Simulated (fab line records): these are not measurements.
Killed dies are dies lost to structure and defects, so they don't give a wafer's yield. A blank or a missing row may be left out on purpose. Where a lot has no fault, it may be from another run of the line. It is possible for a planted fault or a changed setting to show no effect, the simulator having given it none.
Matching of chambers | flow sky130 | 4 sister chambers for SKY_VIA4_CMP_21 on cmp-01
The step polishes, stops on SiO2, t overpolish 25 s, target thk 0 nm. 8 wafers are shown with their chamber, then 12 later ones without.

WAFERS WITH THEIR CHAMBER
wafer  | chamber | motor-current-A (A) | time-to-endpoint-s (s)
L082.2 | 2       | 10.9                | 136
L082.5 | 3       | 8.7                 | 138
L084.1 | 1       | 10.7                | 118
L084.3 | 2       | 11.9                | 131
L084.5 | 1       | 10.7                | 118
L086.1 | 0       | 12.2                | 122
L086.3 | 3       | 8.9                 | 128
L086.5 | 0       | 12.0                | 124

WAFERS WHOSE CHAMBER IS MISSING
wafer  | motor-current-A (A) | time-to-endpoint-s (s)
L089.2 | 9.3                 | 121
L089.5 | 8.6                 | 121
L089.6 | 11.4                | 117
L093.1 | 12.2                | 121
L093.2 | 10.7                | 129
L093.6 | 12.1                | 123
L095.1 | 8.7                 | 127
L095.3 | 11.5                | 123
L095.5 | 11.6                | 129
L097.2 | 12.0                | 127
L097.3 | 8.6                 | 132
L097.4 | 10.4                | 119

WHICH CHAMBER EACH WENT THROUGH
wafer  | from the rows above          | in truth
L089.2 | can't be placed: 3 or 1      | 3
L089.5 | 3                            | 3
L089.6 | can't be placed: 1 or 0      | 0
L093.1 | 0                            | 0
L093.2 | can't be placed: 2 or 1 or 0 | 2
L093.6 | 0                            | 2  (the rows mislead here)
L095.1 | 3                            | 3
L095.3 | can't be placed: 0 or 1 or 2 | 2
L095.5 | can't be placed: 2 or 0      | 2
L097.2 | can't be placed: 0 or 2      | 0
L097.3 | 3                            | 3
L097.4 | 1                            | 1
5 of 12 placed correctly. Unplaceable from these rows: 6, with the true chamber sitting among the candidates in 6. Number placed wrongly: 1.
How it was worked out, from the rows above alone: a wafer's distance from a chamber is the root of the sum, over the readings, of the square of ((its reading less the chamber's mean) divided by the reading's scatter). The wafer belongs to the nearest chamber; if the next one is less than 2 further off, it can't be placed. A chamber's mean is the mean of its shown wafers. The scatter: take each reading less its chamber's mean, square it, sum over the shown wafers, divide by the number of wafers less the number of chambers, and take the root.
